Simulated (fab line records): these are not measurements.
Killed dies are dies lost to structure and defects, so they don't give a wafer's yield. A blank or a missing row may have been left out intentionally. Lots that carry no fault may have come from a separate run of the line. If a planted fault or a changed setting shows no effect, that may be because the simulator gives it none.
fab line records	flow gf180mcu
[record] lots = 13	wafers = 39	lastDay = 36
route steps=602 shown STI@30 HV_LDD@207 SALICIDE@282
lots untouched by any fault: they come from a run of this same line in which no faults occurred
startH: start of the lot's first displayed wafer, in hours after the record's first day	waitH: hours elapsed since this lot's preceding step	" repeats the value in the row above	L1.1+2: a single row standing in for several wafers	- no value, or no start was given	* or withheld: withheld	< > ~ a bound
route shown NAME@n: names a module that has steps shown in the file, with the first one's number in the route	usual: mean/standard deviation taken from wafers without a fault	same: alike in all rows	chamber/n: place in a boat	sites: each site's reading	_std_site: standard deviation of those values	_edge_site: inner sites' mean taken away from outer sites' mean	radiusMm: how far each site lies from the wafer's centre	mask NAME#n: copy n	behind: tool/chamber where the wafer was last shaped	hold: why the lot was held/for how many hours/how that ended	device: the n, p or np transistor that did not switch	end of line: the same wafers' tests at the end of the route	step lacking rows: just its recipe	killed: dies that structure and defects cost at the first sort, which is not the same as the wafer's yield	map: the dies of a wafer, with x for killed, . for not killed, _ for no die there
set.NAME: the setting the step ran with; set.NAME@STEP: the setting that earlier step ran with	model.NAME: the simulator's own value behind a step, which no gauge read
the route's steps for a sample of lots (tables are steps, rows are wafers)
services: when a tool's chamber went out of use (startH, in hours from the record's first day, below 0 if earlier), for how many hours, and the reason
[[steps]]
[step GF_STI_OXIDATION_29]
[recipe] tempC = 900	ambient = O2	stabiliseS = 600	purgeS = 300	targetThkA = 100	oxTimeS = 1418
[usual] spikeTcTopC = 911.9/2.4	zonePowerCentrePct = 20.1/0.48
lot.wafer	tool	chamber	startH	waitH	spikeTcTopC	zonePowerCentrePct
L531.2	furnace-02	0	29.79	0.0	910.7	19.6
L531.5	"	0	"	"	911.2	19.7
L531.6	"	0	"	"	910.6	20.2
L532.3	furnace-02	0	36.86	0.5	909.9	19.7
L532.5	"	0	"	"	910.1	19.8
L532.6	"	0	"	"	909.7	20.0
L533.1	furnace-02	0	41.51	1.0	908.7	19.7
L533.4	"	0	"	"	911.0	19.5
L533.6	"	0	"	"	908.3	20.0
L536.1	furnace-01	0	54.97	0.0	915.1	20.8
L536.2	"	0	"	"	915.1	21.0
L536.6	"	0	"	"	915.1	20.4
L537.2	furnace-02	0	62.47	0.0	910.7	20.1
L537.3	"	0	"	"	910.9	19.8
L537.4	"	0	"	"	910.4	19.8
L538.1	furnace-01	0	67.02	0.0	914.1	20.7
L538.4	"	0	"	"	914.0	20.5
L538.6	"	0	"	"	914.2	20.3
L539.2	furnace-02	0	70.92	0.4	911.5	19.8
L539.4	"	0	"	"	912.8	19.8
L539.6	"	0	"	"	908.8	19.7
L542.1	furnace-01	0	86.44	0.0	915.4	20.3
L542.3	"	0	"	"	916.1	20.5
L542.6	"	0	"	"	914.4	20.5
L543.1	furnace-01	0	92.11	0.5	916.7	20.7
L543.5	"	0	"	"	914.9	20.7
L543.6	"	0	"	"	915.6	21.1
L546.2	furnace-01	0	107.54	0.0	915.1	20.4
L546.4	"	0	"	"	914.1	20.9
L546.6	"	0	"	"	913.7	20.9
L547.3	furnace-02	0	111.77	0.0	911.1	19.7
L547.5	"	0	"	"	910.0	19.6
L547.6	"	0	"	"	910.0	19.7
L552.1	furnace-02	0	138.54	0.1	910.7	19.7
L552.3	"	0	"	"	910.0	19.7
L552.4	"	0	"	"	911.0	19.5
L554.3	furnace-02	0	148.64	0.0	911.1	19.7
L554.4	"	0	"	"	909.6	19.8
L554.5	"	0	"	"	911.0	19.8
[step GF_STI_THK_MEAS_30]
[recipe] reads = SiO2_of_STI_OXIDATION_29
[usual] STI_OXIDATION_02_THK = 10.01/0.15
lot.wafer	tool	chamber	startH	waitH	STI_OXIDATION_02_THK[nm]
L531.2	filmMetro-02	-	31.19	0.0	9.57
L531.5	"	-	"	"	9.88
L531.6	"	-	"	"	9.96
L532.3	filmMetro-01	-	38.27	0.0	9.91
L532.5	"	-	"	"	9.83
L532.6	"	-	"	"	9.74
L533.1	filmMetro-02	-	42.91	0.0	10.14
L533.4	"	-	"	"	10.13
L533.6	"	-	"	"	10.16
L536.1	filmMetro-03	-	56.37	0.0	10.24
L536.2	"	-	"	"	10.12
L536.6	"	-	"	"	10.21
L537.2	filmMetro-02	-	63.87	0.0	10.01
L537.3	"	-	"	"	10.06
L537.4	"	-	"	"	10.02
L538.1	filmMetro-03	-	68.42	0.0	10.01
L538.4	"	-	"	"	9.83
L538.6	"	-	"	"	10.01
L539.2	filmMetro-02	-	72.33	0.0	9.98
L539.4	"	-	"	"	9.93
L539.6	"	-	"	"	9.96
L542.1	filmMetro-01	-	87.84	0.0	9.88
L542.3	"	-	"	"	10.04
L542.6	"	-	"	"	9.85
L543.1	filmMetro-01	-	93.51	0.0	7.38
L543.5	"	-	"	"	7.46
L543.6	"	-	"	"	7.37
L546.2	filmMetro-02	-	108.94	0.0	7.33
L546.4	"	-	"	"	7.17
L546.6	"	-	"	"	7.15
L547.3	filmMetro-02	-	113.18	0.0	9.96
L547.5	"	-	"	"	9.92
L547.6	"	-	"	"	9.95
L552.1	filmMetro-03	-	139.93	0.0	10.11
L552.3	"	-	"	"	10.11
L552.4	"	-	"	"	9.94
L554.3	filmMetro-02	-	150.05	0.0	9.87
L554.4	"	-	"	"	9.81
L554.5	"	-	"	"	9.87
[step GF_HV_LDD_CD_MEAS_31]
[recipe] targetCdNm = 400
[usual] cdNm = 399.9/2.7
lot.wafer	tool	chamber	startH	waitH	cdNm
L531.2	cdSem-01	-	286.39	0.1	400.5
L531.5	"	-	"	"	400.0
L531.6	"	-	"	"	401.1
L532.3	cdSem-01	-	299.16	0.1	395.7
L532.5	"	-	"	"	397.7
L532.6	"	-	"	"	395.3
L533.1	cdSem-02	-	304.47	0.1	399.3
L533.4	"	-	"	"	400.9
L533.6	"	-	"	"	400.1
L536.1	cdSem-02	-	328.53	0.2	398.0
L536.2	"	-	"	"	398.6
L536.6	"	-	"	"	400.0
L537.2	cdSem-01	-	334.29	0.1	399.6
L537.3	"	-	"	"	400.3
L537.4	"	-	"	"	400.2
L538.1	cdSem-01	-	338.47	0.1	400.8
L538.4	"	-	"	"	401.2
L538.6	"	-	"	"	402.5
L539.2	cdSem-01	-	352.92	0.2	400.7
L539.4	"	-	"	"	399.9
L539.6	"	-	"	"	399.1
L542.1	cdSem-01	-	373.87	0.1	400.1
L542.3	"	-	"	"	399.6
L542.6	"	-	"	"	398.1
L543.1	cdSem-01	-	379.52	0.1	397.9
L543.5	"	-	"	"	398.0
L543.6	"	-	"	"	397.3
L546.2	cdSem-01	-	404.69	0.1	405.1
L546.4	"	-	"	"	403.4
L546.6	"	-	"	"	401.4
L547.3	cdSem-01	-	411.31	0.1	405.6
L547.5	"	-	"	"	406.5
L547.6	"	-	"	"	406.1
L552.1	cdSem-02	-	447.27	0.1	399.8
L552.3	"	-	"	"	401.5
L552.4	"	-	"	"	402.4
L554.3	cdSem-02	-	463.66	0.1	396.6
L554.4	"	-	"	"	394.1
L554.5	"	-	"	"	397.6
[step GF_HV_LDD_ETCHBACK_58]
[recipe] chemistry = CH3F/O2	target = Si3N4	stopOn = SiO2	sourceW = 400	biasW = 80	pressureMtorr = 25	ch3fFlowSccm = 40	O2_flow_sccm = 30	timeS = 100	targetDepthA = 900
[usual] drypumpMotorCurrentA = 5.8/0.46	oesProductAu = 0.841/0.0066	throttleValvePct = 10.562/0.01
lot.wafer	tool	chamber	startH	waitH	drypumpMotorCurrentA	oesProductAu	rfHoursCounterH	throttleValvePct
L531.2	rieDiel-01	1	311.96	0.0	6.2	0.837	125	10.555
L531.5	"	2	"	"	6.2	0.844	-	10.565
L531.6	"	1	"	"	6.1	0.833	-	10.556
L532.3	rieDiel-04	3	324.60	0.0	5.8	0.854	107	10.560
L532.5	"	1	"	"	5.3	0.860	-	10.571
L532.6	"	2	"	"	5.5	0.847	-	10.570
L533.1	rieDiel-03	0	331.00	0.1	5.8	0.852	3	10.567
L533.4	"	2	"	"	6.5	0.844	38	10.583
L533.6	"	0	"	"	5.8	0.844	-	10.568
L536.1	rieDiel-01	0	354.89	0.1	6.2	0.840	67	10.557
L536.2	"	1	"	"	6.1	0.836	0	10.561
L536.6	"	1	"	"	6.1	0.833	-	10.558
L537.2	rieDiel-01	1	361.09	0.0	6.1	0.844	0	10.552
L537.3	"	2	"	"	6.2	0.833	14	10.555
L537.4	"	3	"	"	5.0	0.836	5	10.562
L538.1	rieDiel-01	2	366.31	0.1	6.2	0.844	14	10.569
L538.4	"	0	"	"	6.2	0.850	67	10.559
L538.6	"	1	"	"	6.1	0.848	-	10.554
L539.2	rieDiel-03	1	379.39	0.0	5.9	0.857	2	10.569
L539.4	"	3	"	"	5.7	0.844	103	10.550
L539.6	"	3	"	"	5.7	0.844	-	10.564
L542.1	rieDiel-04	2	401.89	0.1	5.5	0.843	17	10.570
L542.3	"	1	"	"	5.3	0.848	106	10.573
L542.6	"	2	"	"	5.5	0.849	-	10.574
L543.1	rieDiel-04	3	408.24	0.1	5.7	0.835	110	10.570
L543.5	"	3	"	"	5.8	0.840	-	10.556
L543.6	"	2	"	"	5.5	0.834	-	10.563
L546.2	rieDiel-01	0	434.52	0.0	6.2	0.835	69	10.566
L546.4	"	2	"	"	6.2	0.829	17	10.551
L546.6	"	2	"	"	6.2	0.840	-	10.568
L547.3	rieDiel-01	2	439.39	0.0	6.2	0.838	17	10.567
L547.5	"	3	"	"	5.0	0.840	-	10.573
L547.6	"	2	"	"	6.2	0.842	-	10.584
L552.1	rieDiel-03	3	478.26	0.1	5.6	0.854	0	10.575
L552.3	"	0	"	"	5.8	0.846	7	10.564
L552.4	"	2	"	"	6.5	0.840	42	10.540
L554.3	rieDiel-03	3	492.34	0.0	5.6	0.832	1	10.551
L554.4	"	0	"	"	5.8	0.840	7	10.558
L554.5	"	0	"	"	5.8	0.837	-	10.550
[step GF_SALICIDE_RS_MEAS_04]
[recipe] thkMeasGauge = four-point-probe	reads = TiN_of_SALICIDE_SPUTTER_03+Co_of_SALICIDE_SPUTTER_02
[usual] SALICIDE_TIN_RS = 16.38/0.3
lot.wafer	tool	chamber	startH	waitH	SALICIDE_TIN_RS[ohm/sq]
L531.2	filmMetro-01	-	382.47	0.0	15.95
L531.5	"	-	"	"	16.08
L531.6	"	-	"	"	15.82
L532.3	filmMetro-04	-	394.77	0.1	16.60
L532.5	"	-	"	"	16.41
L532.6	"	-	"	"	16.54
L533.1	filmMetro-01	-	401.62	0.0	16.23
L533.4	"	-	"	"	16.06
L533.6	"	-	"	"	16.11
L536.1	filmMetro-01	-	427.12	0.0	16.74
L536.2	"	-	"	"	16.79
L536.6	"	-	"	"	16.71
L537.2	filmMetro-01	-	432.96	0.0	16.07
L537.3	"	-	"	"	16.10
L537.4	"	-	"	"	16.05
L538.1	filmMetro-02	-	439.03	0.0	16.51
L538.4	"	-	"	"	16.77
L538.6	"	-	"	"	16.57
L539.2	filmMetro-01	-	454.54	0.0	16.26
L539.4	"	-	"	"	15.94
L539.6	"	-	"	"	16.54
L542.1	filmMetro-01	-	477.15	0.0	17.03
L542.3	"	-	"	"	17.12
L542.6	"	-	"	"	17.04
L543.1	filmMetro-02	-	483.64	0.0	16.05
L543.5	"	-	"	"	16.63
L543.6	"	-	"	"	16.40
L546.2	filmMetro-02	-	510.37	0.0	16.39
L546.4	"	-	"	"	16.52
L546.6	"	-	"	"	16.63
L547.3	filmMetro-01	-	516.01	0.1	16.32
L547.5	"	-	"	"	16.63
L547.6	"	-	"	"	16.20
L552.1	filmMetro-01	-	553.21	0.0	16.25
L552.3	"	-	"	"	16.44
L552.4	"	-	"	"	16.12
L554.3	filmMetro-01	-	566.72	0.1	16.19
L554.4	"	-	"	"	16.11
L554.5	"	-	"	"	16.06
[[services]]
tool	chamber	startH	hours	kind
furnace-02	-	12.35	3.5	pm
rieDiel-03	2	27.05	3.8	repair
furnace-01	-	43.82	3.3	pm
rieDiel-01	2	81.59	1.8	repair
rieDiel-03	-	105.80	1.7	repair
rieDiel-01	0	136.50	6.6	repair
rieDiel-03	-	149.41	1.6	repair
rieDiel-03	3	167.37	10.8	repair
furnace-02	-	179.67	3.2	pm
rieDiel-01	3	180.69	11.9	repair
furnace-01	-	199.46	12.5	pm
rieDiel-01	3	202.52	22.0	repair
furnace-01	-	266.35	3.2	pm
rieDiel-01	3	295.76	2.4	repair
furnace-02	-	336.22	4.5	pm
rieDiel-01	-	339.12	2.8	pm
furnace-02	-	348.58	2.8	pm
furnace-02	-	378.49	4.6	pm
rieDiel-01	3	384.22	6.2	repair
furnace-02	-	398.43	20.0	pm
furnace-01	-	418.64	2.0	pm
furnace-02	-	422.25	20.4	repair
furnace-01	-	442.87	3.8	pm
rieDiel-01	-	472.68	28.1	pm
[[key]]
[firstSign] step = GF_STI_THK_MEAS_30	reading = STI_OXIDATION_02_THK	direction = down	sigmas = 18	usual = 10.01	struck = 7.31
effect none on later readings
metAt GF_STI_OXIDATION_29
struckLots L543,L546
testerLeftOut L543,L546
notActingAt GF_HV_LDD_CD_MEAS_31,GF_HV_LDD_ETCHBACK_58,GF_SALICIDE_RS_MEAS_04
onsetBetween 86.44 92.11
[fault] kind = processParameterDrift	tool = furnace-01	chamber = -	onsetH = 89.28	steps = GF_STI_OXIDATION_29	channel = oxTimeS	offset = *	shape = step	endH = 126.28	actsIn = *	stated = *
// testerLeftOut: of these lots the tester's yield and bins aren't shown, on N5 and GAA mostly nor the transistor test; their killed dies are dies lost to structure and defects alone, not to doping, threshold or leakage, so they don't give the yield
